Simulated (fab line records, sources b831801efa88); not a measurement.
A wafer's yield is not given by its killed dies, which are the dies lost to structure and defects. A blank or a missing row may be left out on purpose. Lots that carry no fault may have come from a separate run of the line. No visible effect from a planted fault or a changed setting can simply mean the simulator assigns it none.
The same fault as seen by 2 desks | flow sky130 | numbers are kept per desk, each desk with only its own; the story behind them comes last

## THE TOOL OWNER'S DESK: pecvd-03
The tool's own readings at SKY_CAPM_CVD_00 (deposits SiO2, target thk 15.5 nm): means of the sampled wafers that have a number, for each lot that ran on this tool. Any lot whose mean is over 4 standard deviations away from the usual mean is out of limits and marked OUT; that distance is given in the brackets.
Columns: A = heater power w at SKY_CAPM_CVD_00, usual 695 W; B = susceptor temp C at SKY_CAPM_CVD_00, usual 399.97 C
lot  | first seen here | A   | B
L793 | day 37 14:21    | 733 | 399.89
L794 | day 37 20:06    | 853 | 400.10
L801 | day 40 19:01    | 814 | 400.29
L803 | day 41 01:46    | 762 | 399.88
L807 | day 41 17:03    | 650 | 399.78
L811 | day 42 23:58    | 741 | 400.04
This desk found nothing out of limits on any of the 6 lots.

## AT THE METROLOGY DESK
What the gauges read for every lot (on any tool): the sampled wafers with a number, averaged. Any lot whose mean is over 4 standard deviations away from the usual mean is out of limits and marked OUT; that distance is given in the brackets.
Columns: A = CAPM_CVD_00_THK at SKY_CAPM_THK_MEAS_01, usual 15.50 nm; B = CAPM_TIN_RS at SKY_CAPM_RS_MEAS_03, usual 6.96 ohm/sq
lot  | first seen here | A     | B
L793 | day 37 14:24    | 14.66 | 6.91
L794 | day 37 20:08    | 14.87 | 6.94
L801 | day 40 19:02    | 15.87 | 7.05
L803 | day 41 01:47    | 15.52 | 6.92
L807 | day 41 17:06    | 15.54 | 7.08
L806 | day 41 19:33    | 15.30 | 7.01
L808 | day 42 06:35    | 15.36 | 6.82
L809 | day 42 08:20    | 15.66 | 7.01
L810 | day 42 13:09    | 15.55 | 6.88
L811 | day 42 23:59    | 15.00 | 6.91
This desk found nothing out of limits on any of the 10 lots.

## BROUGHT TOGETHER
The desk of the tool owner found nothing out of limits.
At the metrology desk, nothing out of limits was observed.

## WHAT THE SIMULATOR HAD INSERTED
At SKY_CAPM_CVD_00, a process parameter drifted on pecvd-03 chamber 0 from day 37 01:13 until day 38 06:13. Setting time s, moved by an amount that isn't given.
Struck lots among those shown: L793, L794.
